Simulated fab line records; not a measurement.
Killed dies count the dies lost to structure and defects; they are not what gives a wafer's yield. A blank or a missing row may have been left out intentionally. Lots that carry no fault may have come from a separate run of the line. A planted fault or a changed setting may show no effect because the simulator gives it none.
Code-filled problem report in 8D (eight disciplines) form -- flow sky130 -- the parts of the form that need people (team, actions taken, sign-off) are left out

1. PROBLEM STATEMENT
Wafers without a fault read 494.5 W, standard deviation 2.3; rf-fwd-power-W at SKY_POLY_CUT_ETCH_10 reads a mean of 413.9 W on 4 wafers belonging to 2 lots. Relative to the usual mean, that is a shift of -35 standard deviations.
The step: etches BARC in N2/H2, stops on SiO2, time 45.9 s, target depth 60 nm.
First seen on wafer L194.2, day 27 21:48, on rie-diel-03. The record has a number at this step for 39 wafers belonging to 13 lots. Rule for "out" (also "out of limits"): further than 4 standard deviations from the usual mean. All remaining wafers that have a number are taken as sound.

2. WHAT IT IS AND WHAT IT IS NOT
question,is,is not
which readings at this step,rf-fwd-power-W,"drypump-motor-current-A, oes-product-au, throttle-valve-pct"
which lots,"L194, L195","L184, L185, L186, L187, L191, L198, L202, L203, L204, L206, L207"
which wafers of those lots,"L194.2, L194.6, L195.4, L195.5","L194.4, L195.1"
read on which tools,rie-diel-03,"rie-diel-01, rie-diel-02"
when,from day 27 21:48,"up to then (16 sound wafers); but 19 sound wafers of L195, L198, L202, L203, L204, L206, L207 came after"

3. WHAT RULES OUT EACH SUSPECT
Counting: if a tool at a process step up to the reading ran every lot that is out, it stays a suspect. Sound lots after the first of them don't rule it out here, since some wafers of a struck lot are sound.
- rie-diel-03 at SKY_POLY_CUT_ETCH_10 (etches BARC in N2/H2, stops on SiO2, time 45.9 s, target depth 60 nm): kept. Every lot that is out went through it, the first being L194 (day 27 21:48); the last sound lot it ran before that was L185 (day 24 08:03). On those wafers its own readings are out: rf-fwd-power-W.
- At SKY_POLY_CUT_ETCH_10, inside rie-diel-03: chamber 0 took the wafers that are out, while their sound lot-mates went through chambers 2, 3.
Left after counting: rie-diel-03 at SKY_POLY_CUT_ETCH_10.

4. THE CAUSE (what the simulator had put in)
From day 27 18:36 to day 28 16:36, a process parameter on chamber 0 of rie-diel-03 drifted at SKY_POLY_CUT_ETCH_10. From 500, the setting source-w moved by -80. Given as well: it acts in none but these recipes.
Only this tool survived the counting.

5. THE CHAIN OF EFFECTS, in route order
Each row: a reading whose mean over the struck wafers that have a number lies more than 3 standard deviations from the usual. Scope: only readings with a usual standard deviation given in the record; hours: median across lots of the time from each lot's start at the first step in this table that gives one to its start at this step; sigmas: change in usual standard deviations.
hours,step,reading,usual,on struck wafers,change,sigmas
0,SKY_POLY_CUT_ETCH_10,rf-fwd-power-W,494.5 W,413.9,-80.6,-35
The process steps in it:
- SKY_POLY_CUT_ETCH_10: etches BARC in N2/H2, stops on SiO2, time 45.9 s, target depth 60 nm.

6. HOW IT WOULD HAVE BEEN CAUGHT EARLIER
In this record the first reading out of limits was taken at day 27 21:48, 3 hours after the fault began at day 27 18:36.
